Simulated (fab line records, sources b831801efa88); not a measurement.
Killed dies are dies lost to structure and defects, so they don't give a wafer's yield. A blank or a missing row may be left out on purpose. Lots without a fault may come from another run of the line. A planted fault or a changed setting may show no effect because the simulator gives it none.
Which tool did it? | flow gf180mcu | 14 lots, 42 wafers sampled, at 1 step of a route of 602

WHAT THE GAUGES READ, wafer by wafer
GF_STI_THK_MEAS_30. Usual: STI_OXIDATION_02_THK 10.04 nm, standard deviation 0.16.
lot  | measured    | on            | STI_OXIDATION_02_THK (nm) | flag
L819 | day 2 06:11 | film_metro-02 | 10.24 10.02 10.06         |
L822 | day 2 23:01 | film_metro-03 | 10.04 10.05 10.06         |
L823 | day 3 02:38 | film_metro-03 | 10.00 9.79 9.97           |
L824 | day 3 08:46 | film_metro-01 | 10.11 9.92 9.95           |
L825 | day 3 12:58 | film_metro-01 | 9.82 9.82 9.94            |
L826 | day 3 18:05 | film_metro-01 | 9.81 9.95 9.82            |
L827 | day 3 23:20 | film_metro-03 | 10.25 10.24 10.25         |
L830 | day 4 15:34 | film_metro-02 | 9.79 9.75 9.94            |
L833 | day 5 14:22 | film_metro-01 | 10.05 10.12 10.19         |
L835 | day 5 21:18 | film_metro-01 | 10.03 10.04 10.02         |
L838 | day 6 12:06 | film_metro-03 | 9.91 10.05 10.08          |
L840 | day 6 17:37 | film_metro-01 | 10.31 10.35 10.38         |
L841 | day 6 23:35 | film_metro-01 | 10.15 10.28 10.21         |
L842 | day 7 05:00 | film_metro-03 | 9.90 9.88 9.92            |

WHICH TOOL RAN EACH LOT (tool, then ch and the chambers of the sampled wafers, then the start)
The record holds no process step before these readings.

WHAT THE TOOLS THEMSELVES READ (means of the sampled wafers that have a number; where no wafer has one, the mark that the record gives instead)
The record holds no such reading with a usual standard deviation.

THE ANSWER, worked out from the rows above alone
Rule: a lot is off if the mean of its wafers that have a number lies more than 3 standard deviations from the usual mean. A lot without any number at a reading at which 4 lots or more have one is off too. The other lots that the step has rows for count as sound. The gauges are gone through in route order, then the tools' own readings, and for those a lot's mean is taken as printed above. The first step at which some lot is off is used, and at that step the reading that is off furthest; a lot without a number counts as furthest.
No lot is off at any reading shown: from this, nothing can be told.

WHAT THE SIMULATOR HAD PUT IN
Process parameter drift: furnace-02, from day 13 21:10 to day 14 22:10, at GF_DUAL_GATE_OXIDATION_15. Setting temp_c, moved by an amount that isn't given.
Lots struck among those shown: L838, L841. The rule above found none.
